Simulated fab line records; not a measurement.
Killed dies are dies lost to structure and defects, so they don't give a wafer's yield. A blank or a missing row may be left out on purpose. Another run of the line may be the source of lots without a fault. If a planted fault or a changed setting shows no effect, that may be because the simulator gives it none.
Matching of chambers    flow gf180mcu    rie_diel-02 running GF_POLY_GATE_ETCH_12: 4 sister chambers
The step etches BARC in N2/H2. 4 wafers are shown with their chamber, then 7 later ones without.

EACH WAFER AND ITS CHAMBER
wafer   chamber  drypump_motor_current_A (A)
L079.2  2        5.3
L079.4  3        5.9
L084.4  1        5.9
L084.5  0        4.8

WAFERS MISSING THEIR CHAMBER
wafer   drypump_motor_current_A (A)
L084.6  5.9
L086.3  5.9
L086.5  4.8
L086.6  5.9
L089.2  5.2
L089.3  4.8
L089.5  4.8

EACH ONE'S CHAMBER
wafer   from the rows above      in truth
L084.6  can't be placed: 1 or 3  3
L086.3  can't be placed: 1 or 3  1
L086.5  0                        0
L086.6  can't be placed: 1 or 3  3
L089.2  2                        2
L089.3  0                        0
L089.5  0                        0
Correctly placed: 4 of 7. These rows do not allow placing 3 (true chamber among the candidates in 3). 0 placed wrongly.
How it was worked out, from the rows above alone: a wafer's distance from a chamber is the root of the sum, over the readings, of the square of ((its reading less the chamber's mean) divided by the reading's scatter). If the next closest chamber is less than 2 further off than the closest, the wafer can't be placed; otherwise it belongs to the closest. A chamber's mean is the mean of its shown wafers. The scatter (one wafer shown for each chamber): square how far every hidden wafer sits from the nearest shown wafer, average those squares and take the square root.
